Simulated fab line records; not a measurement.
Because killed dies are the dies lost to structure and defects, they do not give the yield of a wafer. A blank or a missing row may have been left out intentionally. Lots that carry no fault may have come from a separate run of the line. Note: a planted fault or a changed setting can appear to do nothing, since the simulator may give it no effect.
A single fault, viewed from 2 desks -- flow sky130 -- every desk sees just its own numbers, and what lay behind them comes last

== FOR THE TOOL OWNER'S DESK: iline stepper-02 ==
The tool's own readings at SKY_NWELL_EXPOSE_07 (exposes mask NWM, target cd 840 nm): means of the sampled wafers that have a number, for each lot that ran on this tool. Marked OUT: a lot whose mean sits more than 4 standard deviations from the usual mean, which makes it out of limits; the brackets give that distance.
Columns: A = focus offset nm at SKY_NWELL_EXPOSE_07, usual 0.0 nm
lot,first seen here,A
L217,day 4 11:02,-0.1
L220,day 5 05:01,0.4
L223,day 5 21:08,-0.3
L224,day 6 01:50,0.1
L225,day 6 07:53,0.1
L226,day 6 12:25,-0.5
This desk found nothing out of limits on any of the 6 lots.

== THE METROLOGY DESK ==
What the gauges read for every lot (on any tool): the sampled wafers with a number, averaged. Marked OUT: a lot whose mean sits more than 4 standard deviations from the usual mean, which makes it out of limits; the brackets give that distance.
Columns: A = cd nm at SKY_FIELD_ISO_CD_MEAS_13, usual 149.7 nm; B = NWELL_00_OVL at SKY_NWELL_OVL_MEAS_10, usual -0.3 nm; C = VT_ADJUST_LVTN_OVL at SKY_VT_ADJUST_LVTN_OVL_MEAS_07, usual -1.3 nm
lot,first seen here,A,B,C
L216,day 2 05:57,150.8,-2.0,-2.3
L217,day 2 10:27,150.9,0.4,0.0
L220,day 3 01:47,148.2,1.7,-0.1
L221,day 3 08:14,153.2,-0.7,-2.2
L222,day 3 12:11,148.9,-2.0,-2.4
L223,day 3 19:47,149.5,143.2 (+99 or more) OUT,-1.0
L224,day 3 21:30,152.0,143.2 (+99 or more) OUT,-1.3
L225,day 4 03:31,150.0,141.0 (+99 or more) OUT,-2.0
L226,day 4 08:31,148.4,142.0 (+99 or more) OUT,-1.4
L233,day 5 23:37,146.9,-1.4,-1.6
L234,day 6 03:37,149.0,-1.1,-1.9
L236,day 6 13:34,148.8,-1.5,0.0
L237,day 6 20:04,150.7,-0.7,-0.8
Per this desk, out of limits: L223, L224, L225, L226; the first was L223, day 6 06:53 (NWELL_00_OVL at SKY_NWELL_OVL_MEAS_10). In limits: L216, L217, L220, L221, L222, L233, L234, L236, L237.

== PUT TOGETHER ==
An alarm was possible from the metrology desk at day 6 06:53, on L223, L224, L225, L226.
The desk of the tool owner found nothing out of limits.
Tool owner's desk: L223, L224, L225, L226 on record, inside its limits.
Every lot named ran SKY_NWELL_EXPOSE_07 on iline stepper-02.

== WHAT THE SIMULATOR HAD PUT IN ==
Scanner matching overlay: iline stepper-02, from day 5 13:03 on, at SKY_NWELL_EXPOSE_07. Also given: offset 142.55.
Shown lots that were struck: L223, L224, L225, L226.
Time in hours between the start of the fault and the first out-of-limits reading at each desk: metrology desk, 18.
